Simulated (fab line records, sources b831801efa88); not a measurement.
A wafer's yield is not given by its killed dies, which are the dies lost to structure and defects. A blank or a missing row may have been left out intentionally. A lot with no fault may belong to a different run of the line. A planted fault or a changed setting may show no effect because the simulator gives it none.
fab line records | flow gf180mcu
record lots=5 | wafers=15 | last_day=33
route steps=602 shown MIM@518 M5@526 V5@540
lots untouched by any fault: they come from a run of this same line in which no faults occurred
start_h: the number of hours between the record's first day and the start of the first shown wafer of the lot | wait_h: hours elapsed since this lot's preceding step | " repeats the value in the row above | L1.1+2: a single row standing in for several wafers | - no value, or no start given | * or withheld: withheld | < > ~ a bound
route shown NAME@n: names a module that has steps shown in the file, with the first one's number in the route | usual: the fault-free wafers' mean and standard deviation | same: alike in all rows | chamber/n: place in a boat | sites: readings site by site | _std_site: the values' standard deviation | _edge_site: the outer-site mean with the inner-site mean subtracted | radius_mm: how far each site lies from the wafer's centre | mask NAME#n: copy n | behind: the last tool/chamber to shape the wafer | hold: why the lot was held/for how many hours/how that ended | device: the n, p or np transistor that did not switch | end of line: at the end of the route, the tests of the same wafers | step lacking rows: just its recipe | killed: count of dies lost to structure and defects at first sort (not the wafer's yield) | map: dies across one wafer; x = killed, . = not, _ = none there
set.NAME: the setting as run; set.NAME@STEP: as run at that earlier step | model.NAME: the simulator's own value behind a step, which no gauge read
lots seen at some steps along the route; tables by step, rows by wafer
services: the hour from which a tool's chamber was out of use, counted from the record's first day as start_h (under 0 if before that day), plus the number of hours and why
## steps
# step GF_MIM_SOFTBAKE_15
# recipe temp_c=90 | time_s=60 | resist=NOVOLAK
# usual plate_temp_C=90.00/0.12
lot.wafer | tool           | chamber | start_h | wait_h | plate_temp_C
L076.1    | litho_track-01 | 0       | 592.80  | 0.1    | 90.06
L076.4    | "              | 0       | "       | "      | 89.99
L076.5    | "              | 0       | "       | "      | 90.09
L078.1    | litho_track-01 | 0       | 610.10  | 0.1    | 89.96
L078.2    | "              | 0       | "       | "      | 90.11
L078.4    | "              | 0       | "       | "      | 89.95
L080.1    | litho_track-04 | 0       | 626.68  | 0.1    | 90.02
L080.3    | "              | 0       | "       | "      | 90.10
L080.6    | "              | 0       | "       | "      | 89.86
L089.1    | litho_track-01 | 0       | 689.40  | 0.1    | 90.11
L089.2    | "              | 0       | "       | "      | 90.15
L089.4    | "              | 0       | "       | "      | 90.25
L091.1    | litho_track-04 | 0       | 704.53  | 0.1    | 89.99
L091.3    | "              | 0       | "       | "      | 90.05
L091.6    | "              | 0       | "       | "      | 90.00
# step GF_MIM_EXPOSE_16
# recipe mask_id=FuseTop | target_cd_nm=2000 | na=0.6 | source_shape=conventional | sigma_outer=0.6 | dose_mj=140
# usual exposure_dose_mJ_cm2=140.02/0.16
lot.wafer | tool             | chamber | start_h | wait_h | mask      | exposure_dose_mJ_cm2
L076.1    | iline_stepper-02 | 0       | -       | -      | FuseTop#0 | 140.12
L076.4    | "                | 0       | "       | "      | FuseTop#0 | 140.07
L076.5    | "                | 0       | "       | "      | FuseTop#0 | 139.83
L078.1    | iline_stepper-02 | 0       | -       | -      | FuseTop#0 | 140.21
L078.2    | "                | 0       | "       | "      | FuseTop#0 | 140.38
L078.4    | "                | 0       | "       | "      | FuseTop#0 | 140.26
L080.1    | iline_stepper-02 | 0       | -       | -      | FuseTop#0 | 140.16
L080.3    | "                | 0       | "       | "      | FuseTop#0 | 139.96
L080.6    | "                | 0       | "       | "      | FuseTop#0 | 140.03
L089.1    | iline_stepper-01 | 0       | -       | -      | FuseTop#0 | 140.15
L089.2    | "                | 0       | "       | "      | FuseTop#0 | 140.07
L089.4    | "                | 0       | "       | "      | FuseTop#0 | 139.79
L091.1    | iline_stepper-02 | 0       | -       | -      | FuseTop#0 | 139.84
L091.3    | "                | 0       | "       | "      | FuseTop#0 | 140.00
L091.6    | "                | 0       | "       | "      | FuseTop#0 | 139.96
# step GF_MIM_PEB_17
# recipe temp_c=withheld | time_s=* | resist=NOVOLAK
lot.wafer  | tool           | chamber | start_h | wait_h
L076.1+4+5 | litho_track-01 | 0       | -       | -
L078.1+2+4 | litho_track-04 | 0       | -       | -
L080.1+3+6 | litho_track-04 | 0       | -       | -
L089.1+2+4 | litho_track-01 | 0       | -       | -
L091.1+3+6 | litho_track-01 | 0       | -       | -
# step GF_MIM_DEVELOP_18
# recipe develop_time_s=60 | dev_temp_c=23
lot.wafer  | tool           | chamber | start_h | wait_h
L076.1+4+5 | litho_track-01 | 0       | 603.20  | 0.1
L078.1+2+4 | litho_track-04 | 0       | 620.08  | 0.1
L080.1+3+6 | litho_track-04 | 0       | 636.58  | 0.1
L089.1+2+4 | litho_track-01 | 0       | 698.90  | 0.1
L091.1+3+6 | litho_track-01 | 0       | 713.35  | 0.1
# step GF_MIM_METAL_ETCH_19
# recipe chemistry=Cl2/BCl3 | mask_material=NOVOLAK | stop_on=Si3N4 | target_depth_nm=324.5 | pressure_mtorr=8 | icp_w=800 | bias_w=140 | Cl2_flow_sccm=80 | bcl3_flow_sccm=40 | time_s=54.1
# usual drypump_motor_current_A=5.8/0.45 | mfc_cl2_sccm=80.00/0.24 | oes_product_au=0.939/0.0053 | throttle_valve_pct=28.287/0.0097
lot.wafer | tool         | chamber | start_h | wait_h | drypump_motor_current_A | mfc_cl2_sccm | oes_product_au | rf_hours_counter_h | throttle_valve_pct
L076.1    | rie_metal-02 | 1       | 603.35  | 0.1    | 6.1                     | 79.93        | 0.936          | 3                  | 28.294
L076.4    | "            | 1       | "       | "      | 6.1                     | 79.96        | 0.944          | -                  | 28.282
L076.5    | "            | 1       | "       | "      | 6.1                     | 80.16        | 0.943          | -                  | 28.288
L078.1    | rie_metal-03 | 0       | 620.23  | 0.1    | 6.0                     | 80.06        | 0.947          | 2                  | 28.291
L078.2    | "            | 0       | "       | "      | 6.0                     | 80.25        | 0.941          | -                  | 28.275
L078.4    | "            | 0       | "       | "      | 6.0                     | 80.02        | 0.945          | -                  | 28.289
L080.1    | rie_metal-03 | 0       | 636.73  | 0.1    | 6.0                     | 80.10        | 0.932          | 4                  | 28.296
L080.3    | "            | 0       | "       | "      | 6.0                     | 80.02        | 0.938          | -                  | 28.304
L080.6    | "            | 0       | "       | "      | 6.0                     | 80.15        | 0.939          | -                  | 28.287
L089.1    | rie_metal-02 | 0       | 699.05  | 0.1    | 6.5                     | 80.28        | 0.922          | 2                  | 28.293
L089.2    | "            | 1       | "       | "      | 6.0                     | 80.18        | 0.927          | 7                  | 28.297
L089.4    | "            | 0       | "       | "      | 6.5                     | 80.55        | 0.932          | -                  | 28.285
L091.1    | rie_metal-04 | 1       | 713.50  | 0.1    | 5.0                     | 80.13        | 0.943          | 13                 | 28.298
L091.3    | "            | 0       | "       | "      | 5.7                     | 80.17        | 0.933          | -                  | 28.294
L091.6    | "            | 0       | "       | "      | 5.7                     | 79.87        | 0.944          | -                  | 28.272
# step GF_MIM_STRIP_20
# recipe chemistry=O2/N2 | power_w=1400 | pressure_mtorr=1500 | platen_temp_c=250 | o2_flow_sccm=3000 | n2_flow_sccm=300 | overash_fraction=0.5
# usual drypump_motor_current_A=5.66/0.28 | heater_power_w=330/26 | oes_product_au=0.691/0.0048 | strip_time_to_endpoint_s=11.213/0.028
lot.wafer | tool            | chamber | start_h | wait_h | drypump_motor_current_A | heater_power_w | oes_product_au | rf_hours_counter_h | strip_time_to_endpoint_s
L076.1    | plasma_asher-02 | 0       | 603.49  | 0.1    | 5.61                    | 328            | 0.693          | 19                 | 11.243
L076.4    | "               | 0       | "       | "      | 5.61                    | 335            | 0.692          | -                  | 11.189
L076.5    | "               | 0       | "       | "      | 5.58                    | 331            | 0.687          | -                  | 11.245
L078.1    | plasma_asher-04 | 0       | 620.37  | 0.1    | 5.56                    | 311            | 0.691          | 82                 | 11.242
L078.2    | "               | 1       | "       | "      | 5.28                    | 378            | 0.689          | 82                 | 11.198
L078.4    | "               | 1       | "       | "      | 5.29                    | 383            | 0.688          | -                  | 11.234
L080.1    | plasma_asher-02 | 0       | 636.87  | 0.1    | 5.61                    | 333            | 0.697          | 22                 | 11.212
L080.3    | "               | 0       | "       | "      | 5.62                    | 316            | 0.698          | -                  | 11.215
L080.6    | "               | 1       | "       | "      | 6.09                    | 322            | 0.688          | -                  | 11.254
L089.1    | plasma_asher-04 | 0       | 699.14  | 0.1    | 5.56                    | 318            | 0.684          | 91                 | 11.208
L089.2    | "               | 1       | "       | "      | 5.25                    | 377            | 0.691          | 91                 | 11.237
L089.4    | "               | 0       | "       | "      | 5.54                    | 306            | 0.691          | -                  | 11.234
L091.1    | plasma_asher-02 | 0       | 713.57  | 0.0    | 5.59                    | 335            | 0.694          | 31                 | 11.218
L091.3    | "               | 1       | "       | "      | 6.04                    | 315            | 0.687          | -                  | 11.193
L091.6    | "               | 0       | "       | "      | 5.62                    | 324            | 0.692          | -                  | 11.219
# step GF_MIM_STRIP_21
# recipe chemistry=post_etch_residue_remover | time_s=1200 | temp_c=72.5
lot.wafer  | tool         | chamber | start_h | wait_h
L076.1+4+5 | wet_bench-04 | 0       | 603.59  | 0.1
L078.1+2+4 | wet_bench-01 | 2       | 620.47  | 0.1
L080.1+3+6 | wet_bench-01 | 3       | 636.97  | 0.1
L089.1+2+4 | wet_bench-01 | 2       | 699.24  | 0.1
L091.1+3+6 | wet_bench-04 | 3       | 713.67  | 0.1
# step GF_MIM_CLEAN_22
# recipe chemistry=DIW | dry=n2_spin
lot.wafer  | tool         | chamber | start_h | wait_h
L076.1+4+5 | wet_bench-01 | 1       | 603.93  | 0.0
L078.1+2+4 | wet_bench-03 | 1       | 620.82  | 0.0
L080.1+3+6 | wet_bench-04 | 2       | 637.32  | 0.0
L089.1+2+4 | wet_bench-04 | 1       | 699.58  | 0.0
L091.1+3+6 | wet_bench-01 | 1       | 714.04  | 0.0
# step GF_M5_DEHYDRATE_00
# recipe temp_c=200 | time_s=60
# usual plate_temp_C=200.02/0.17
lot.wafer | tool           | chamber | start_h | wait_h | plate_temp_C
L076.1    | litho_track-02 | 0       | 613.89  | 9.9    | 199.87
L076.4    | "              | 0       | "       | "      | 200.01
L076.5    | "              | 0       | "       | "      | 200.02
L078.1    | litho_track-02 | 0       | 629.99  | 9.1    | 199.95
L078.2    | "              | 0       | "       | "      | 199.99
L078.4    | "              | 0       | "       | "      | 199.91
L080.1    | litho_track-02 | 0       | 646.69  | 9.3    | 200.00
L080.3    | "              | 0       | "       | "      | 199.91
L080.6    | "              | 0       | "       | "      | 199.94
L089.1    | litho_track-02 | 0       | 708.04  | 8.4    | 200.28
L089.2    | "              | 0       | "       | "      | 200.12
L089.4    | "              | 0       | "       | "      | 200.07
L091.1    | litho_track-03 | 0       | 722.61  | 8.5    | 200.09
L091.3    | "              | 0       | "       | "      | 200.05
L091.6    | "              | 0       | "       | "      | 200.05
# step GF_M5_HMDS_01
# recipe prime_time_s=60 | prime_temp_c=119.4
# usual prime_temp_c=119.43/0.13
lot.wafer | tool           | chamber | start_h | wait_h | prime_temp_c
L076.1    | litho_track-02 | 0       | 614.04  | 0.1    | 119.27
L076.4    | "              | 0       | "       | "      | 119.46
L076.5    | "              | 0       | "       | "      | 119.40
L078.1    | litho_track-02 | 0       | 630.14  | 0.1    | 119.30
L078.2    | "              | 0       | "       | "      | 119.15
L078.4    | "              | 0       | "       | "      | 119.29
L080.1    | litho_track-02 | 0       | 646.84  | 0.1    | 119.60
L080.3    | "              | 0       | "       | "      | 119.50
L080.6    | "              | 0       | "       | "      | 119.62
L089.1    | litho_track-02 | 0       | 708.19  | 0.1    | 119.59
L089.2    | "              | 0       | "       | "      | 119.58
L089.4    | "              | 0       | "       | "      | 119.49
L091.1    | litho_track-03 | 0       | 722.76  | 0.1    | 119.37
L091.3    | "              | 0       | "       | "      | 119.19
L091.6    | "              | 0       | "       | "      | 119.31
# step GF_M5_COAT_02
# recipe resist=KrF | spin_rpm=withheld | resist_thk_nm=1000
lot.wafer  | tool           | chamber | start_h | wait_h
L076.1+4+5 | litho_track-02 | 0       | 614.19  | 0.1
L078.1+2+4 | litho_track-02 | 0       | 630.29  | 0.1
L080.1+3+6 | litho_track-02 | 0       | 646.99  | 0.1
L089.1+2+4 | litho_track-02 | 0       | 708.34  | 0.1
L091.1+3+6 | litho_track-03 | 0       | 722.91  | 0.1
# step GF_M5_SOFTBAKE_03
# recipe temp_c=130 | time_s=60 | resist=KrF
# usual plate_temp_C=129.98/0.17
lot.wafer | tool           | chamber | start_h | wait_h | plate_temp_C
L076.1    | litho_track-02 | 0       | 614.34  | 0.1    | 129.95
L076.4    | "              | 0       | "       | "      | 129.81
L076.5    | "              | 0       | "       | "      | 130.02
L078.1    | litho_track-02 | 0       | 630.44  | 0.1    | 129.92
L078.2    | "              | 0       | "       | "      | 130.01
L078.4    | "              | 0       | "       | "      | 130.07
L080.1    | litho_track-02 | 0       | 647.14  | 0.1    | 129.74
L080.3    | "              | 0       | "       | "      | 129.64
L080.6    | "              | 0       | "       | "      | 129.83
L089.1    | litho_track-02 | 0       | 708.49  | 0.1    | 129.92
L089.2    | "              | 0       | "       | "      | 129.89
L089.4    | "              | 0       | "       | "      | 129.71
L091.1    | litho_track-03 | 0       | 723.06  | 0.1    | 129.84
L091.3    | "              | 0       | "       | "      | 129.93
L091.6    | "              | 0       | "       | "      | 130.01
# step GF_M5_EXPOSE_04
# recipe mask_id=Metal5 | target_cd_nm=280 | na=0.68 | source_shape=conventional | sigma_outer=0.6 | dose_mj=28
# usual exposure_dose_mJ_cm2=27.95/0.034
lot.wafer | tool           | chamber | start_h | wait_h | mask     | exposure_dose_mJ_cm2
L076.1    | krf_scanner-01 | 0       | -       | -      | Metal5#0 | 27.94
L076.4    | "              | 0       | "       | "      | Metal5#0 | 27.94
L076.5    | "              | 0       | "       | "      | Metal5#0 | 27.86
L078.1    | krf_scanner-01 | 0       | -       | -      | Metal5#0 | 27.92
L078.2    | "              | 0       | "       | "      | Metal5#0 | 27.96
L078.4    | "              | 0       | "       | "      | Metal5#0 | 27.95
L080.1    | krf_scanner-01 | 0       | -       | -      | Metal5#0 | 27.94
L080.3    | "              | 0       | "       | "      | Metal5#0 | 27.97
L080.6    | "              | 0       | "       | "      | Metal5#0 | 27.97
L089.1    | krf_scanner-01 | 0       | -       | -      | Metal5#0 | 27.89
L089.2    | "              | 0       | "       | "      | Metal5#0 | 27.90
L089.4    | "              | 0       | "       | "      | Metal5#0 | 27.92
L091.1    | krf_scanner-01 | 0       | -       | -      | Metal5#0 | 27.95
L091.3    | "              | 0       | "       | "      | Metal5#0 | 27.95
L091.6    | "              | 0       | "       | "      | Metal5#0 | 27.96
# step GF_M5_PEB_05
# recipe peb_temp_c=135 | peb_time_s=90 | resist=KrF
# usual plate_temp_C=134.98/0.13
lot.wafer | tool           | chamber | start_h | wait_h | plate_temp_C
L076.1    | litho_track-04 | 0       | -       | -      | 134.82
L076.4    | "              | 0       | "       | "      | 135.06
L076.5    | "              | 0       | "       | "      | 134.90
L078.1    | litho_track-03 | 0       | -       | -      | 135.06
L078.2    | "              | 0       | "       | "      | 135.08
L078.4    | "              | 0       | "       | "      | 134.99
L080.1    | litho_track-02 | 0       | -       | -      | 134.81
L080.3    | "              | 0       | "       | "      | 134.97
L080.6    | "              | 0       | "       | "      | 134.98
L089.1    | litho_track-04 | 0       | -       | -      | 134.81
L089.2    | "              | 0       | "       | "      | 135.00
L089.4    | "              | 0       | "       | "      | 135.16
L091.1    | litho_track-04 | 0       | -       | -      | 135.00
L091.3    | "              | 0       | "       | "      | 135.03
L091.6    | "              | 0       | "       | "      | 134.97
# step GF_M5_DEVELOP_06
# recipe develop_time_s=60 | dev_temp_c=21
lot.wafer  | tool           | chamber | start_h | wait_h
L076.1+4+5 | litho_track-04 | 0       | 624.73  | 0.2
L078.1+2+4 | litho_track-03 | 0       | 640.16  | 0.2
L080.1+3+6 | litho_track-02 | 0       | 656.24  | 0.2
L089.1+2+4 | litho_track-04 | 0       | 717.43  | 0.2
L091.1+3+6 | litho_track-04 | 0       | 731.78  | 0.2
# step GF_M5_CD_MEAS_07
# recipe target_cd_nm=280
# usual cd_nm=279.8/1.2
lot.wafer | tool      | chamber | start_h | wait_h | cd_nm
L076.1    | cd_sem-01 | -       | 624.88  | 0.1    | 278.8
L076.4    | "         | -       | "       | "      | 279.0
L076.5    | "         | -       | "       | "      | 278.3
L078.1    | cd_sem-02 | -       | 640.31  | 0.1    | 279.7
L078.2    | "         | -       | "       | "      | 280.9
L078.4    | "         | -       | "       | "      | 280.4
L080.1    | cd_sem-02 | -       | 656.39  | 0.1    | 280.3
L080.3    | "         | -       | "       | "      | 279.9
L080.6    | "         | -       | "       | "      | 279.6
L089.1    | cd_sem-01 | -       | 717.58  | 0.1    | 278.5
L089.2    | "         | -       | "       | "      | 278.4
L089.4    | "         | -       | "       | "      | 278.1
L091.1    | cd_sem-02 | -       | 731.93  | 0.1    | 278.5
L091.3    | "         | -       | "       | "      | 277.9
L091.6    | "         | -       | "       | "      | 279.0
# step GF_M5_OVL_MEAS_08
# usual M5_OVL=0/5.2
lot.wafer | tool       | chamber | start_h | wait_h | M5_OVL[nm]
L076.1    | overlay-01 | -       | 625.00  | 0.1    | 3
L076.4    | "          | -       | "       | "      | 7
L076.5    | "          | -       | "       | "      | -5
L078.1    | overlay-01 | -       | 640.43  | 0.1    | -13
L078.2    | "          | -       | "       | "      | -4
L078.4    | "          | -       | "       | "      | -5
L080.1    | overlay-02 | -       | 656.51  | 0.1    | -9
L080.3    | "          | -       | "       | "      | -7
L080.6    | "          | -       | "       | "      | -5
L089.1    | overlay-01 | -       | 717.70  | 0.1    | 3
L089.2    | "          | -       | "       | "      | -12
L089.4    | "          | -       | "       | "      | -9
L091.1    | overlay-01 | -       | 732.05  | 0.1    | -3
L091.3    | "          | -       | "       | "      | 1
L091.6    | "          | -       | "       | "      | -8
# step GF_M5_ETCH_09
# recipe chemistry=CF4/O2 | target=Si3N4 | target_depth_nm=52 | source_w=800 | bias_w=150 | pressure_mtorr=150 | cf4_flow_sccm=80 | O2_flow_sccm=10 | time_s=11.6
# usual O2_flow_sccm=9.996/0.029 | drypump_motor_current_A=5.9/0.39 | oes_product_au=0.998/0.012 | throttle_valve_pct=5.969/0.01
lot.wafer | tool        | chamber | start_h | wait_h | O2_flow_sccm | drypump_motor_current_A | oes_product_au | rf_hours_counter_h | throttle_valve_pct
L076.1    | rie_diel-03 | 2       | 625.04  | 0.0    | 10.013       | 5.1                     | 1.005          | 42                 | 5.971
L076.4    | "           | 3       | "       | "      | 10.016       | 5.3                     | 0.996          | 18                 | 5.973
L076.5    | "           | 1       | "       | "      | 10.023       | 5.8                     | 1.009          | -                  | 5.981
L078.1    | rie_diel-04 | 2       | 640.47  | 0.0    | 10.015       | 5.6                     | 0.989          | 20                 | 5.960
L078.2    | "           | 1       | "       | "      | 10.049       | 6.0                     | 1.001          | 35                 | 5.962
L078.4    | "           | 0       | "       | "      | 10.008       | 5.4                     | 0.984          | 10                 | 5.968
L080.1    | rie_diel-02 | 1       | 656.55  | 0.0    | 10.015       | 6.3                     | 1.000          | 55                 | 5.970
L080.3    | "           | 3       | "       | "      | 10.010       | 5.9                     | 0.995          | 4                  | 5.964
L080.6    | "           | 2       | "       | "      | 10.049       | 6.3                     | 1.001          | -                  | 5.965
L089.1    | rie_diel-04 | 1       | 717.74  | 0.0    | 10.051       | 6.0                     | 0.987          | 37                 | 5.976
L089.2    | "           | 0       | "       | "      | 9.997        | 5.4                     | 1.000          | 13                 | 5.989
L089.4    | "           | 2       | "       | "      | 10.036       | 5.5                     | 0.986          | 21                 | 5.958
L091.1    | rie_diel-03 | 1       | 732.09  | 0.0    | 10.031       | 5.8                     | 1.024          | 30                 | 5.988
L091.3    | "           | 3       | "       | "      | 9.989        | 5.3                     | 0.985          | 22                 | 5.948
L091.6    | "           | 2       | "       | "      | 10.006       | 5.1                     | 0.988          | -                  | 5.960
# step GF_M5_METAL_ETCH_10
# recipe chemistry=Cl2/BCl3 | mask_material=KrF | target_depth_nm=750.8 | stop_on=SiO2 | pressure_mtorr=8 | icp_w=800 | bias_w=140 | Cl2_flow_sccm=80 | bcl3_flow_sccm=40 | time_s=125.1
# usual drypump_motor_current_A=5.9/0.47 | mfc_cl2_sccm=80.00/0.23 | oes_product_au=0.990/0.0055 | throttle_valve_pct=28.230/0.0098
lot.wafer | tool         | chamber | start_h | wait_h | drypump_motor_current_A | mfc_cl2_sccm | oes_product_au | rf_hours_counter_h | throttle_valve_pct
L076.1    | rie_metal-02 | 1       | 625.06  | 0.0    | 6.0                     | 79.95        | 0.996          | 4                  | 28.223
L076.4    | "            | 1       | "       | "      | 6.1                     | 79.63        | 0.991          | -                  | 28.223
L076.5    | "            | 1       | "       | "      | 6.0                     | 79.83        | 0.988          | -                  | 28.241
L078.1    | rie_metal-01 | 1       | 640.49  | 0.0    | 5.6                     | 79.45        | 0.996          | 2                  | 28.224
L078.2    | "            | 0       | "       | "      | 6.1                     | 79.93        | 0.984          | 8                  | 28.211
L078.4    | "            | 1       | "       | "      | 5.6                     | 79.74        | 0.999          | -                  | 28.226
L080.1    | rie_metal-01 | 1       | 656.57  | 0.0    | 5.6                     | 79.65        | 0.999          | 2                  | 28.218
L080.3    | "            | 1       | "       | "      | 5.6                     | 79.61        | 0.988          | -                  | 28.221
L080.6    | "            | 1       | "       | "      | 5.6                     | 79.54        | 0.996          | -                  | 28.234
L089.1    | rie_metal-02 | 1       | 717.76  | 0.0    | 6.0                     | 79.89        | 0.985          | 8                  | 28.228
L089.2    | "            | 0       | "       | "      | 6.5                     | 80.26        | 0.979          | 3                  | 28.238
L089.4    | "            | 0       | "       | "      | 6.5                     | 79.86        | 0.992          | -                  | 28.247
L091.1    | rie_metal-02 | 0       | 732.11  | 0.0    | 6.5                     | 80.27        | 0.985          | 3                  | 28.263
L091.3    | "            | 0       | "       | "      | 6.5                     | 80.14        | 0.978          | -                  | 28.233
L091.6    | "            | 0       | "       | "      | 6.5                     | 80.12        | 0.979          | -                  | 28.257
# step GF_M5_STRIP_11
# recipe chemistry=O2/N2 | power_w=1400 | pressure_mtorr=1500 | platen_temp_c=250 | o2_flow_sccm=3000 | n2_flow_sccm=300 | overash_fraction=0.5
# usual drypump_motor_current_A=5.50/0.2 | heater_power_w=333/30 | oes_product_au=0.524/0.0047 | strip_time_to_endpoint_s=7.05/0.035
lot.wafer | tool            | chamber | start_h | wait_h | drypump_motor_current_A | heater_power_w | oes_product_au | rf_hours_counter_h | strip_time_to_endpoint_s
L076.1    | plasma_asher-03 | 1       | 625.32  | 0.2    | 5.33                    | 307            | 0.520          | 95                 | 7.05
L076.4    | "               | 1       | "       | "      | 5.32                    | 328            | 0.525          | -                  | 7.04
L076.5    | "               | 0       | "       | "      | 5.76                    | 335            | 0.522          | -                  | 7.06
L078.1    | plasma_asher-04 | 0       | 640.62  | 0.1    | 5.57                    | 317            | 0.525          | 84                 | 7.03
L078.2    | "               | 1       | "       | "      | 5.30                    | 381            | 0.520          | 84                 | 7.02
L078.4    | "               | 1       | "       | "      | 5.28                    | 370            | 0.523          | -                  | 7.04
L080.1    | plasma_asher-04 | 0       | 656.70  | 0.1    | 5.58                    | 317            | 0.522          | 86                 | 7.05
L080.3    | "               | 1       | "       | "      | 5.31                    | 372            | 0.519          | -                  | 7.08
L080.6    | "               | 0       | "       | "      | 5.55                    | 323            | 0.531          | -                  | 7.06
L089.1    | plasma_asher-03 | 0       | 717.89  | 0.1    | 5.75                    | 321            | 0.519          | 107                | 7.11
L089.2    | "               | 1       | "       | "      | 5.35                    | 318            | 0.525          | 107                | 7.15
L089.4    | "               | 0       | "       | "      | 5.79                    | 332            | 0.529          | -                  | 7.12
L091.1    | plasma_asher-04 | 0       | 732.24  | 0.1    | 5.56                    | 307            | 0.534          | 94                 | 7.14
L091.3    | "               | 1       | "       | "      | 5.28                    | 370            | 0.521          | -                  | 7.13
L091.6    | "               | 0       | "       | "      | 5.53                    | 310            | 0.528          | -                  | 7.12
# step GF_M5_STRIP_12
# recipe chemistry=post_etch_residue_remover | time_s=1200 | temp_c=72.5
lot.wafer  | tool         | chamber | start_h | wait_h
L076.1+4+5 | wet_bench-02 | 3       | 625.42  | 0.1
L078.1+2+4 | wet_bench-04 | 3       | 640.72  | 0.1
L080.1+3+6 | wet_bench-04 | 3       | 656.80  | 0.1
L089.1+2+4 | wet_bench-01 | 1       | 717.99  | 0.1
L091.1+3+6 | wet_bench-02 | 0       | 732.34  | 0.1
# step GF_M5_CLEAN_13
# recipe chemistry=DIW | dry=n2_spin
lot.wafer  | tool         | chamber | start_h | wait_h
L076.1+4+5 | wet_bench-04 | 1       | 625.76  | 0.0
L078.1+2+4 | wet_bench-02 | 3       | 641.06  | 0.0
L080.1+3+6 | wet_bench-01 | 2       | 657.48  | 0.0
L089.1+2+4 | wet_bench-04 | 0       | 718.33  | 0.0
L091.1+3+6 | wet_bench-04 | 1       | 732.71  | 0.0
# step GF_V5_CVD_00
# recipe material=SiO2 | target_thk_nm=300 | sigma_open_frac=0.3 | temp_c=400 | time_s=50 | sih4_flow_sccm=60 | pressure_mtorr=6
# usual susceptor_temp_C=399.99/0.24
lot.wafer | tool      | chamber | start_h | wait_h | susceptor_temp_C
L076.1    | hdpcvd-01 | 2       | 625.86  | 0.0    | 399.96
L076.4    | "         | 0       | "       | "      | 399.81
L076.5    | "         | 2       | "       | "      | 399.71
L078.1    | hdpcvd-01 | 2       | 641.16  | 0.0    | 399.91
L078.2    | "         | 1       | "       | "      | 400.26
L078.4    | "         | 0       | "       | "      | 400.37
L080.1    | hdpcvd-02 | 0       | 657.57  | 0.0    | 400.07
L080.3    | "         | 1       | "       | "      | 399.81
L080.6    | "         | 0       | "       | "      | 400.02
L089.1    | hdpcvd-01 | 0       | 718.44  | 0.0    | 400.23
L089.2    | "         | 2       | "       | "      | 399.95
L089.4    | "         | 0       | "       | "      | 399.99
L091.1    | hdpcvd-02 | 1       | 732.81  | 0.0    | 400.05
L091.3    | "         | 0       | "       | "      | 399.79
L091.6    | "         | 0       | "       | "      | 399.84
# step GF_V5_THK_MEAS_01
# recipe reads=SiO2_of_V5_CVD_00
# usual V5_CVD_00_THK=299/3.4
lot.wafer | tool          | chamber | start_h | wait_h | V5_CVD_00_THK[nm]
L076.1    | film_metro-04 | -       | 625.91  | 0.0    | 303
L076.4    | "             | -       | "       | "      | 301
L076.5    | "             | -       | "       | "      | 302
L078.1    | film_metro-04 | -       | 641.20  | 0.0    | 297
L078.2    | "             | -       | "       | "      | 296
L078.4    | "             | -       | "       | "      | 300
L080.1    | film_metro-04 | -       | 657.62  | 0.0    | 300
L080.3    | "             | -       | "       | "      | 302
L080.6    | "             | -       | "       | "      | 300
L089.1    | film_metro-02 | -       | 718.49  | 0.0    | 303
L089.2    | "             | -       | "       | "      | 297
L089.4    | "             | -       | "       | "      | 304
L091.1    | film_metro-02 | -       | 732.86  | 0.0    | 298
L091.3    | "             | -       | "       | "      | 301
L091.6    | "             | -       | "       | "      | 303
## services
tool             | chamber | start_h | hours | kind
wet_bench-01     | -       | 573.05  | 1.9   | pm
plasma_asher-04  | -       | 580.98  | 2.8   | pm
wet_bench-01     | -       | 587.88  | 3.7   | repair
rie_diel-04      | -       | 590.71  | 15.6  | pm
rie_metal-02     | 0       | 598.43  | 8.7   | repair
rie_metal-03     | 1       | 616.48  | 26.9  | repair
rie_diel-04      | 2       | 620.54  | 4.0   | repair
iline_stepper-02 | -       | 623.15  | 3.1   | repair
plasma_asher-03  | -       | 629.93  | 2.8   | pm
rie_diel-04      | 2       | 632.51  | 3.1   | repair
krf_scanner-01   | -       | 633.16  | 4.4   | pm
rie_metal-03     | -       | 637.87  | 2.8   | pm
rie_diel-04      | 2       | 645.97  | 15.5  | repair
iline_stepper-02 | -       | 667.00  | 8.2   | repair
rie_diel-03      | 2       | 668.23  | 3.0   | repair
krf_scanner-01   | -       | 673.81  | 1.3   | pm
plasma_asher-02  | -       | 676.77  | 2.8   | pm
wet_bench-02     | -       | 678.93  | 4.6   | repair
rie_diel-04      | 2       | 684.51  | 5.4   | repair
krf_scanner-01   | -       | 692.72  | 1.2   | repair
krf_scanner-01   | -       | 712.58  | 2.0   | repair
iline_stepper-02 | -       | 712.72  | 1.7   | pm
iline_stepper-02 | -       | 718.05  | 1.2   | repair
krf_scanner-01   | -       | 730.72  | 1.0   | pm
## key
fault none
